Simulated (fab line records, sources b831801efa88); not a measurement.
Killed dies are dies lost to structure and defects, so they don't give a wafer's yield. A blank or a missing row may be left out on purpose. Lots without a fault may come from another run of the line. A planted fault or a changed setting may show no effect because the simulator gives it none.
Which tool did it? | flow gf180mcu | 24 lots, 72 wafers sampled, at 6 steps of a route of 602

WHAT THE GAUGES READ, wafer by wafer
GF_V2_OVL_MEAS_15. Usual: V2_OVL -1 nm, standard deviation 6.7.
lot  | measured     | on         | V2_OVL (nm) | flag
L074 | day 20 06:18 | overlay-02 | -1 -5 -6    |
L075 | day 20 15:10 | overlay-02 | 6 -4 2      |
L076 | day 21 03:00 | overlay-02 | 2 1 2       |
L077 | day 21 13:22 | overlay-01 | -3 -3 -2    |
L078 | day 21 22:20 | overlay-02 | 0 -10 -3    |
L079 | day 22 08:35 | overlay-01 | -4 1 -3     |
L080 | day 22 10:34 | overlay-01 | -8 -9 -9    |
L081 | day 23 03:50 | overlay-02 | 2 -2 0      |
L082 | day 23 04:29 | overlay-01 | -1 2 -2     |
L083 | day 23 19:07 | overlay-02 | -2 -8 9     |
L084 | day 24 00:32 | overlay-02 | -2 7 2      |
L085 | day 24 14:32 | overlay-02 | -2 -7 -4    |
L086 | day 24 17:11 | overlay-01 | 5 0 6       |
L087 | day 24 22:54 | overlay-01 | -1 3 3      |
L088 | day 25 09:32 | overlay-01 | -6 -6 -7    |
L089 | day 25 13:56 | overlay-02 | 10 20 17    |
L090 | day 25 18:39 | overlay-01 | 4 9 6       |
L091 | day 26 05:06 | overlay-02 | -9 -8 -7    |
L092 | day 26 11:15 | overlay-02 | -6 -10 -8   |
L093 | day 26 20:14 | overlay-02 | 1 3 6       |
L094 | day 27 05:15 | overlay-02 | -21 -13 -16 |
L095 | day 27 11:07 | overlay-01 | -4 -1 -3    |
L096 | day 27 14:06 | overlay-01 | -3 -2 4     |
L097 | day 28 03:59 | overlay-01 | 2 13 6      |

GF_MIM_THK_MEAS_06. Usual: MIM_CVD_05_THK 41.8 nm, standard deviation 0.65.
lot  | measured     | on            | MIM_CVD_05_THK (nm) | flag
L074 | day 24 10:53 | film_metro-03 | 41.1 41.8 41.8      |
L075 | day 24 19:28 | film_metro-03 | 40.9 41.9 42.2      |
L076 | day 25 06:49 | film_metro-04 | 41.8 41.6 42.3      |
L077 | day 25 16:01 | film_metro-03 | 41.2 43.1 42.5      |
L078 | day 25 22:43 | film_metro-03 | 41.5 40.8 42.7      |
L079 | day 26 08:43 | film_metro-04 | 40.8 40.8 42.2      |
L080 | day 26 09:41 | film_metro-01 | 41.9 41.6 43.3      |
L081 | day 27 00:44 | film_metro-03 | 41.9 41.5 41.0      |
L082 | day 27 02:19 | film_metro-03 | 41.4 43.0 41.5      |
L083 | day 27 14:56 | film_metro-03 | 41.3 43.0 41.5      |
L084 | day 27 19:59 | film_metro-01 | 41.9 41.2 42.5      |
L085 | day 28 09:27 | film_metro-03 | 41.5 42.2 42.0      |
L086 | day 28 12:35 | film_metro-03 | 40.7 40.9 41.8      |
L087 | day 28 16:10 | film_metro-04 | 41.6 42.4 41.9      |
L088 | day 29 01:53 | film_metro-03 | 41.3 41.4 41.6      |
L089 | day 29 07:29 | film_metro-03 | 41.5 41.9 43.1      |
L090 | day 29 10:46 | film_metro-03 | 41.4 42.3 41.3      |
L091 | day 29 19:35 | film_metro-01 | 42.0 42.4 42.3      |
L092 | day 30 02:32 | film_metro-04 | 41.8 41.6 42.0      |
L093 | day 30 10:15 | film_metro-01 | 41.9 42.4 42.9      |
L094 | day 30 18:27 | film_metro-04 | 42.0 42.6 43.2      |
L095 | day 30 22:26 | film_metro-04 | 41.5 41.3 42.3      |
L096 | day 31 01:52 | film_metro-03 | 41.4 42.0 42.6      |
L097 | day 31 13:56 | film_metro-01 | 41.7 41.9 42.0      |

WHICH TOOL RAN EACH LOT (tool, then ch and the chambers of the sampled wafers, then the start)
lot  | GF_M3_SPUTTER_01             | GF_M4_METAL_ETCH_16               | GF_V4_ETCH_17                                 | GF_V4_STRIP_18
L074 | pvd_sputter-02, day 20 07:47 | rie_metal-01 ch 0,1, day 23 09:56 | rie_diel-04 ch 2,3, day 24 09:22 or earlier   | plasma_asher-02 ch 0,1, day 24 09:22
L075 | pvd_sputter-04, day 20 16:40 | rie_metal-04 ch 0,1, day 23 17:50 | rie_diel-02 ch 0,1,2, day 24 17:54 or earlier | plasma_asher-04 ch 0,1, day 24 17:54
L076 | pvd_sputter-04, day 21 04:40 | rie_metal-03 ch 0,1, day 24 05:59 | rie_diel-04 ch 2,3, day 25 05:19 or earlier   | plasma_asher-02 ch 0,1, day 25 05:19
L077 | pvd_sputter-01, day 21 14:56 | rie_metal-04 ch 0,1, day 24 15:19 | rie_diel-04 ch 1,2,3, day 25 14:29 or earlier | plasma_asher-03 ch 0,1, day 25 14:29
L078 | pvd_sputter-01, day 21 23:51 | rie_metal-01 ch 0,1, day 24 22:13 | rie_diel-03 ch 0,2, day 25 21:13 or earlier   | plasma_asher-04 ch 0,1, day 25 21:13
L079 | pvd_sputter-02, day 22 10:05 | rie_metal-03 ch 1, day 25 08:11   | rie_diel-04 ch 0,2, day 26 07:10 or earlier   | plasma_asher-04 ch 1, day 26 07:10
L080 | pvd_sputter-04, day 22 12:02 | rie_metal-01 ch 0,1, day 25 09:52 | rie_diel-02 ch 1,3, day 26 08:11 or earlier   | plasma_asher-03 ch 0,1, day 26 08:11
L081 | pvd_sputter-02, day 23 05:24 | rie_metal-01 ch 0,1, day 26 01:17 | rie_diel-03 ch 0,1,2, day 26 23:16 or earlier | plasma_asher-03 ch 0,1, day 26 23:16
L082 | pvd_sputter-01, day 23 06:03 | rie_metal-03 ch 0, day 26 02:08   | rie_diel-02 ch 0,1, day 27 00:49 or earlier   | plasma_asher-03 ch 0,1, day 27 00:49
L083 | pvd_sputter-02, day 23 20:35 | rie_metal-04 ch 0,1, day 26 15:43 | rie_diel-03 ch 0,2, day 27 13:26 or earlier   | plasma_asher-02 ch 0,1, day 27 13:26
L084 | pvd_sputter-01, day 24 02:02 | rie_metal-01 ch 0,1, day 26 21:14 | rie_diel-03 ch 2,3, day 27 18:28 or earlier   | plasma_asher-02 ch 0,1, day 27 18:28
L085 | pvd_sputter-04, day 24 16:05 | rie_metal-03 ch 0,1, day 27 10:41 | rie_diel-02 ch 1,2,3, day 28 07:58 or earlier | plasma_asher-03 ch 1, day 28 07:58
L086 | pvd_sputter-02, day 24 18:45 | rie_metal-04 ch 0,1, day 27 13:38 | rie_diel-04 ch 1,2,3, day 28 11:07 or earlier | plasma_asher-02 ch 0,1, day 28 11:07
L087 | pvd_sputter-04, day 25 00:23 | rie_metal-04 ch 0,1, day 27 17:17 | rie_diel-04 ch 0,1,2, day 28 14:41 or earlier | plasma_asher-03 ch 0,1, day 28 14:41
L088 | pvd_sputter-02, day 25 11:03 | rie_metal-03 ch 0,1, day 28 03:23 | rie_diel-04 ch 0,2,3, day 29 00:25 or earlier | plasma_asher-03 ch 0,1, day 29 00:25
L089 | pvd_sputter-01, day 25 15:28 | rie_metal-04 ch 0,1, day 28 08:50 | rie_diel-02 ch 1,3, day 29 05:39 or earlier   | plasma_asher-04 ch 0,1, day 29 05:39
L090 | pvd_sputter-04, day 25 20:08 | rie_metal-01 ch 0, day 28 12:43   | rie_diel-03 ch 2,3, day 29 09:17 or earlier   | plasma_asher-02 ch 0,1, day 29 09:17
L091 | pvd_sputter-02, day 26 06:37 | rie_metal-01 ch 0,1, day 28 21:38 | rie_diel-02 ch 1,2,3, day 29 18:04 or earlier | plasma_asher-02 ch 0,1, day 29 18:04
L092 | pvd_sputter-02, day 26 12:48 | rie_metal-03 ch 0,1, day 29 04:26 | rie_diel-04 ch 0,2,3, day 30 01:03 or earlier | plasma_asher-03 ch 0,1, day 30 01:03
L093 | pvd_sputter-02, day 26 21:44 | rie_metal-04 ch 0,1, day 29 11:53 | rie_diel-04 ch 1,2,3, day 30 08:08 or earlier | plasma_asher-02 ch 0,1, day 30 08:08
L094 | pvd_sputter-02, day 27 06:44 | rie_metal-03 ch 0, day 29 20:32   | rie_diel-03 ch 0,1, day 30 16:48 or earlier   | plasma_asher-04 ch 1, day 30 16:48
L095 | pvd_sputter-04, day 27 12:37 | rie_metal-03 ch 0,1, day 30 01:08 | rie_diel-02 ch 0,1,2, day 30 20:58 or earlier | plasma_asher-03 ch 0,1, day 30 20:58
L096 | pvd_sputter-02, day 27 15:37 | rie_metal-03 ch 0,1, day 30 04:19 | rie_diel-02 ch 0,1,2, day 31 00:23 or earlier | plasma_asher-02 ch 0,1, day 31 00:23
L097 | pvd_sputter-02, day 28 05:29 | rie_metal-03 ch 0,1, day 30 17:08 | rie_diel-03 ch 0,1,3, day 31 12:27 or earlier | plasma_asher-02 ch 0,1, day 31 12:27
- GF_M3_SPUTTER_01: material TiN, target thk 30 nm, time 25 s.
- GF_M4_METAL_ETCH_16: etches the open film in Cl2/BCl3, stops on SiO2, target depth 627.5 nm, time 104.6 s.
- GF_V4_ETCH_17: etches SiO2 in C4F8/O2/Ar, stops on TiN, target depth 630 nm.
- GF_V4_STRIP_18: strips in O2/N2.

WHAT THE TOOLS THEMSELVES READ (means of the sampled wafers that have a number; where no wafer has one, the mark that the record gives instead)
GF_M3_SPUTTER_01. Usual: cathode_dc_power_W 6500.0 W, standard deviation 1.3; throttle_valve_pct 29.9 %, standard deviation 0.88.
lot  | tool           | cathode_dc_power_W (W) | throttle_valve_pct (%) | flag
L074 | pvd_sputter-02 | 6501.1                 | 29.5                   |
L075 | pvd_sputter-04 | 6498.9                 | 28.6                   |
L076 | pvd_sputter-04 | 6500.7                 | 30.3                   |
L077 | pvd_sputter-01 | 6499.5                 | 30.8                   |
L078 | pvd_sputter-01 | 6498.1                 | 30.0                   |
L079 | pvd_sputter-02 | 6499.5                 | 29.3                   |
L080 | pvd_sputter-04 | 6501.4                 | 30.1                   |
L081 | pvd_sputter-02 | 6500.7                 | 29.9                   |
L082 | pvd_sputter-01 | 6500.5                 | 30.4                   |
L083 | pvd_sputter-02 | 6500.0                 | 30.0                   |
L084 | pvd_sputter-01 | 6499.5                 | 29.8                   |
L085 | pvd_sputter-04 | 6499.7                 | 29.7                   |
L086 | pvd_sputter-02 | 6501.3                 | 30.2                   |
L087 | pvd_sputter-04 | 6499.3                 | 29.1                   |
L088 | pvd_sputter-02 | 6498.5                 | 29.9                   |
L089 | pvd_sputter-01 | 6500.9                 | 30.5                   |
L090 | pvd_sputter-04 | 6499.5                 | 30.3                   |
L091 | pvd_sputter-02 | 6500.6                 | 30.0                   |
L092 | pvd_sputter-02 | 6501.8                 | 29.9                   |
L093 | pvd_sputter-02 | 6499.8                 | 29.7                   |
L094 | pvd_sputter-02 | 6500.2                 | 30.3                   |
L095 | pvd_sputter-04 | 6500.3                 | 30.0                   |
L096 | pvd_sputter-02 | 6499.2                 | 29.8                   |
L097 | pvd_sputter-02 | 6499.7                 | 29.9                   |

GF_M4_METAL_ETCH_16. Usual: chamber_pressure_mTorr 8.000 mTorr, standard deviation 0.0085; drypump_motor_current_A 5.90 A, standard deviation 0.29; oes_product_au 0.972 a.u., standard deviation 0.0066; throttle_valve_pct 28.250 %, standard deviation 0.01.
lot  | tool         | chamber_pressure_mTorr (mTorr) | drypump_motor_current_A (A) | oes_product_au (a.u.) | throttle_valve_pct (%) | flag
L074 | rie_metal-01 | 7.998                          | 5.67                        | 0.967                 | 28.247                 |
L075 | rie_metal-04 | 8.007                          | 6.24                        | 0.973                 | 28.249                 |
L076 | rie_metal-03 | 7.999                          | 5.72                        | 0.972                 | 28.249                 |
L077 | rie_metal-04 | 8.000                          | 6.35                        | 0.972                 | 28.242                 |
L078 | rie_metal-01 | 8.006                          | 5.66                        | 0.968                 | 28.253                 |
L079 | rie_metal-03 | 8.003                          | 5.72                        | 0.971                 | 28.252                 |
L080 | rie_metal-01 | 7.997                          | 5.68                        | 0.980                 | 28.243                 |
L081 | rie_metal-01 | 8.005                          | 5.67                        | 0.971                 | 28.242                 |
L082 | rie_metal-03 | 7.997                          | 5.72                        | 0.975                 | 28.241                 |
L083 | rie_metal-04 | 7.997                          | 6.26                        | 0.976                 | 28.241                 |
L084 | rie_metal-01 | 7.999                          | 5.65                        | 0.979                 | 28.231                 |
L085 | rie_metal-03 | 8.005                          | 5.71                        | 0.959                 | 28.266                 |
L086 | rie_metal-04 | 7.999                          | 6.34                        | 0.969                 | 28.249                 |
L087 | rie_metal-04 | 7.994                          | 6.35                        | 0.971                 | 28.244                 |
L088 | rie_metal-03 | 8.006                          | 5.70                        | 0.971                 | 28.264                 |
L089 | rie_metal-04 | 7.992                          | 6.35                        | 0.964                 | 28.257                 |
L090 | rie_metal-01 | 7.998                          | 5.92                        | 0.971                 | 28.248                 |
L091 | rie_metal-01 | 8.001                          | 5.78                        | 0.974                 | 28.246                 |
L092 | rie_metal-03 | 7.993                          | 5.70                        | 0.968                 | 28.252                 |
L093 | rie_metal-04 | 8.001                          | 6.25                        | 0.969                 | 28.261                 |
L094 | rie_metal-03 | 8.004                          | 5.71                        | 0.972                 | 28.254                 |
L095 | rie_metal-03 | 8.000                          | 5.72                        | 0.974                 | 28.250                 |
L096 | rie_metal-03 | 8.006                          | 5.70                        | 0.970                 | 28.254                 |
L097 | rie_metal-03 | 8.000                          | 5.71                        | 0.974                 | 28.248                 |

GF_V4_ETCH_17. Usual: chamber_pressure_mTorr 40.00 mTorr, standard deviation 0.037; oes_product_au 0.857 a.u., standard deviation 0.0044.
lot  | tool        | chamber_pressure_mTorr (mTorr) | oes_product_au (a.u.) | flag
L074 | rie_diel-04 | 40.02                          | 0.859                 |
L075 | rie_diel-02 | 40.00                          | 0.858                 |
L076 | rie_diel-04 | 40.02                          | 0.858                 |
L077 | rie_diel-04 | 39.97                          | 0.853                 |
L078 | rie_diel-03 | 40.01                          | 0.854                 |
L079 | rie_diel-04 | 40.00                          | 0.856                 |
L080 | rie_diel-02 | 39.95                          | 0.855                 |
L081 | rie_diel-03 | 39.99                          | 0.855                 |
L082 | rie_diel-02 | 39.98                          | 0.855                 |
L083 | rie_diel-03 | 40.00                          | 0.852                 |
L084 | rie_diel-03 | 40.02                          | 0.857                 |
L085 | rie_diel-02 | 39.98                          | 0.859                 |
L086 | rie_diel-04 | 40.00                          | 0.858                 |
L087 | rie_diel-04 | 40.03                          | 0.854                 |
L088 | rie_diel-04 | 40.01                          | 0.854                 |
L089 | rie_diel-02 | 39.99                          | 0.857                 |
L090 | rie_diel-03 | 39.99                          | 0.859                 |
L091 | rie_diel-02 | 40.01                          | 0.857                 |
L092 | rie_diel-04 | 40.00                          | 0.856                 |
L093 | rie_diel-04 | 40.02                          | 0.856                 |
L094 | rie_diel-03 | 39.97                          | 0.857                 |
L095 | rie_diel-02 | 40.03                          | 0.857                 |
L096 | rie_diel-02 | 40.02                          | 0.856                 |
L097 | rie_diel-03 | 39.99                          | 0.861                 |

GF_V4_STRIP_18. Usual: chamber_pressure_mTorr 1500.0 mTorr, standard deviation 1.4; drypump_motor_current_A 5.5 A, standard deviation 0.5; heater_power_w 332 W, standard deviation 27; oes_product_au 0.594 a.u., standard deviation 0.005.
lot  | tool            | chamber_pressure_mTorr (mTorr) | drypump_motor_current_A (A) | heater_power_w (W) | oes_product_au (a.u.) | flag
L074 | plasma_asher-02 | 1500.4                         | 5.2                         | 330                | 0.594                 |
L075 | plasma_asher-04 | 1500.1                         | 5.3                         | 342                | 0.594                 |
L076 | plasma_asher-02 | 1499.6                         | 5.2                         | 326                | 0.594                 |
L077 | plasma_asher-03 | 1500.0                         | 5.8                         | 338                | 0.592                 |
L078 | plasma_asher-04 | 1500.2                         | 5.3                         | 363                | 0.592                 |
L079 | plasma_asher-04 | 1500.9                         | 5.3                         | 385                | 0.592                 |
L080 | plasma_asher-03 | 1500.1                         | 6.1                         | 327                | 0.590                 |
L081 | plasma_asher-03 | 1500.2                         | 5.8                         | 337                | 0.596                 |
L082 | plasma_asher-03 | 1500.5                         | 6.2                         | 331                | 0.594                 |
L083 | plasma_asher-02 | 1500.4                         | 5.2                         | 314                | 0.592                 |
L084 | plasma_asher-02 | 1498.8                         | 5.2                         | 311                | 0.591                 |
L085 | plasma_asher-03 | 1499.5                         | 5.4                         | 355                | 0.596                 |
L086 | plasma_asher-02 | 1500.0                         | 5.2                         | 316                | 0.594                 |
L087 | plasma_asher-03 | 1500.0                         | 6.2                         | 323                | 0.592                 |
L088 | plasma_asher-03 | 1500.5                         | 6.2                         | 323                | 0.599                 |
L089 | plasma_asher-04 | 1500.7                         | 5.4                         | 365                | 0.598                 |
L090 | plasma_asher-02 | 1501.1                         | 5.2                         | 327                | 0.597                 |
L091 | plasma_asher-02 | 1499.8                         | 5.2                         | 319                | 0.592                 |
L092 | plasma_asher-03 | 1498.7                         | 5.8                         | 339                | 0.593                 |
L093 | plasma_asher-02 | 1499.4                         | 5.2                         | 327                | 0.594                 |
L094 | plasma_asher-04 | 1499.5                         | 5.3                         | 390                | 0.591                 |
L095 | plasma_asher-03 | 1501.1                         | 6.2                         | 324                | 0.597                 |
L096 | plasma_asher-02 | 1500.1                         | 5.2                         | 321                | 0.591                 |
L097 | plasma_asher-02 | 1499.6                         | 5.2                         | 324                | 0.590                 |

THE ANSWER, worked out from the rows above alone
Rule: a lot is off if the mean of its wafers that have a number lies more than 3 standard deviations from the usual mean. A lot without any number at a reading at which 4 lots or more have one is off too. The other lots that the step has rows for count as sound. The gauges are gone through in route order, then the tools' own readings, and for those a lot's mean is taken as printed above. The first step at which some lot is off is used, and at that step the reading that is off furthest; a lot without a number counts as furthest.
No lot is off at any reading shown: from this, nothing can be told.

WHAT THE SIMULATOR HAD PUT IN
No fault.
